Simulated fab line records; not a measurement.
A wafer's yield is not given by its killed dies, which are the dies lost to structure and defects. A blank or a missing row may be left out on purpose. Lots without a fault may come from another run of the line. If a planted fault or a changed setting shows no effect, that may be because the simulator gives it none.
Matching of chambers + flow gf180mcu + GF_CONTACT_CMP_27 on cmp-01 has 4 sister chambers
The step polishes, stops on SiO2, t overpolish 15 s, target thk 0 nm. 8 wafers are shown with their chamber, then 7 later ones without.

WAFERS WITH THEIR CHAMBER
| wafer  | chamber | motor_current_A (A) | time_to_endpoint_s (s) |
|--------|---------|---------------------|------------------------|
| L200.1 | 1       | 9.6                 | 76                     |
| L200.2 | 0       | 10.5                | 73                     |
| L200.5 | 3       | 10.6                | 72                     |
| L202.1 | 3       | 10.7                | 71                     |
| L202.2 | 2       | 12.4                | 72                     |
| L202.5 | 2       | 12.7                | 73                     |
| L203.2 | 0       | 10.5                | 71                     |
| L203.3 | 1       | 9.1                 | 73                     |

WAFERS MISSING THEIR CHAMBER
| wafer  | motor_current_A (A) | time_to_endpoint_s (s) |
|--------|---------------------|------------------------|
| L203.6 | 10.2                | 67                     |
| L204.2 | 11.3                | 74                     |
| L204.4 | 10.2                | 74                     |
| L204.5 | 10.9                | 74                     |
| L205.2 | 9.5                 | 76                     |
| L205.3 | 13.5                | 73                     |
| L205.6 | 9.5                 | 78                     |

WHICH CHAMBER EACH ONE RAN IN
| wafer  | from the rows above     | in truth |
|--------|-------------------------|----------|
| L203.6 | can't be placed: 0 or 3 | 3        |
| L204.2 | can't be placed: 3 or 0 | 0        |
| L204.4 | can't be placed: 0 or 3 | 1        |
| L204.5 | can't be placed: 3 or 0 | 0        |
| L205.2 | 1                       | 1        |
| L205.3 | 2                       | 2        |
| L205.6 | 1                       | 1        |
3 of 7 placed correctly. Unplaceable from these rows: 4, with the true chamber sitting among the candidates in 3. Placed wrongly: 0.
How it was worked out, from the rows above alone: a wafer's distance from a chamber is the root of the sum, over the readings, of the square of ((its reading less the chamber's mean) divided by the reading's scatter). If the next closest chamber is less than 2 further off than the closest, the wafer can't be placed; otherwise it belongs to the closest. Each chamber's mean is taken over the wafers shown for it. How the scatter is found: for the shown wafers, subtract from each reading the mean of its chamber, square and add these, divide the total by (wafers less chambers), then take the root.
